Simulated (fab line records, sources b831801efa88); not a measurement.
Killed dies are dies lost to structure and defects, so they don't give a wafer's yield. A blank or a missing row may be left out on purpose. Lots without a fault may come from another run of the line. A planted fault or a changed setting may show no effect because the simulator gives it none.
A struck lot beside a sound one | flow gf180mcu | 17 steps out of a route of 602
Sound: wafers L966.1, L966.4, L966.6. Struck: wafers L977.4, L977.6. (L977.1 of the same lot was not struck and is left out.) The cause comes at the end.
At each step with rows: each side's tool, then ch and its chambers, then its first start. Under that, the readings that differ: sound wafers | struck wafers | difference of the means | sigmas: that difference in standard deviations of wafers without a fault.
alike: readings whose means differ by less than 2 such deviations, and words and numbers that are the same on both sides. not compared: withheld readings, readings that some wafer has no value for, bounds like >300 that may hide the same value, and numbers for which the record gives no deviation and whose values overlap.
The two part at a step that has a row with sigmas, a row that says differs or no value, or rows on one side only. Numbers that don't overlap but have no deviation are shown without sigmas and don't part them. A reading that every wafer of one side lacks parts them only if that side has two wafers or more.

first, 4 steps without rows for these wafers: GF_M4_SOFTBAKE_10 (time 60 s); GF_M4_EXPOSE_11 (exposes mask Metal4, target cd 280 nm); GF_M4_PEB_12 (peb time 90 s); GF_M4_DEVELOP_13 (develop time 60 s).
GF_M4_CD_MEAS_14: target cd 280 nm.
  sound on cd_sem-02, day 23 07:08; struck on cd_sem-01, day 27 00:56
  alike: cd_nm
GF_M4_OVL_MEAS_15:
  sound on overlay-02, day 23 07:16; struck on overlay-02, day 27 01:04
  reading     | sound  | struck | difference | sigmas
  M4_OVL (nm) | 5 15 3 | 0 -6   | -11        | -2
GF_M4_METAL_ETCH_16: etches the open film in Cl2/BCl3, stops on SiO2, target depth 627.5 nm, time 104.6 s.
  sound on rie_metal-01 ch 0, day 23 07:17; struck on rie_metal-02 ch 1, day 27 01:06
  alike: drypump_motor_current_A, he_backside_leak_sccm, oes_product_au, throttle_valve_pct
  not compared: rf_hours_counter_h
GF_M4_STRIP_17: strips in O2/N2.
  sound on plasma_asher-02 ch 1, day 23 07:25; struck on plasma_asher-02 ch 1, day 27 01:19
  alike: drypump_motor_current_A, heater_power_w, oes_product_au, strip_time_to_endpoint_s
  not compared: rf_hours_counter_h
then, 3 steps without rows for these wafers: GF_M4_STRIP_18 (strips in post etch residue remover, time 1200 s); GF_M4_CLEAN_19 (cleans in DIW); GF_V4_CVD_00 (deposits SiO2, target thk 600 nm, time 100 s).
GF_V4_THK_MEAS_01:
  sound on film_metro-04, day 23 08:01; struck on film_metro-01, day 27 01:56
  alike: V4_CVD_00_THK
GF_V4_CVD_02: deposits SiO2 from TEOS, target thk 850 nm, time 94.851 s.
  sound on pecvd-02 ch 1,2, day 23 08:04; struck on pecvd-02 ch 1,2, day 27 02:00
  reading                             | sound             | struck    | difference | sigmas
  model.SiO2_of_V4_CVD_02.thk_nm (nm) | 853.7 862.1 866.8 | 1578 1571 | +714       |
  alike: heater_power_w
GF_V4_THK_MEAS_03:
  sound on film_metro-01, day 23 08:11; struck on film_metro-04, day 27 02:06
  reading            | sound       | struck    | difference | sigmas
  V4_CVD_02_THK (nm) | 853 862 866 | 1578 1570 | +714       | +59
GF_V4_CMP_04: polishes SiO2.
  sound on cmp-01 ch 0,2,3, day 23 08:17; struck on cmp-02 ch 1, day 27 02:10
  reading                | sound    | struck  | difference | sigmas
  time_to_endpoint_s (s) | 80 90 81 | 363 353 | +274       | +51
  alike: motor_current_A
GF_V4_BOW_MEAS_05:
  sound on film_metro-04, day 23 08:32; struck on film_metro-04, day 27 02:28
  alike: V4_BOW
then, 1 step without rows for these wafers: GF_PASSIVATION_PROBE_99.

WHERE THEY PART
First at GF_M4_OVL_MEAS_15; last, within this record, at GF_V4_CMP_04. Later steps at which nothing parts them and some readings are alike: GF_V4_BOW_MEAS_05.

WHY: what the simulator had put in
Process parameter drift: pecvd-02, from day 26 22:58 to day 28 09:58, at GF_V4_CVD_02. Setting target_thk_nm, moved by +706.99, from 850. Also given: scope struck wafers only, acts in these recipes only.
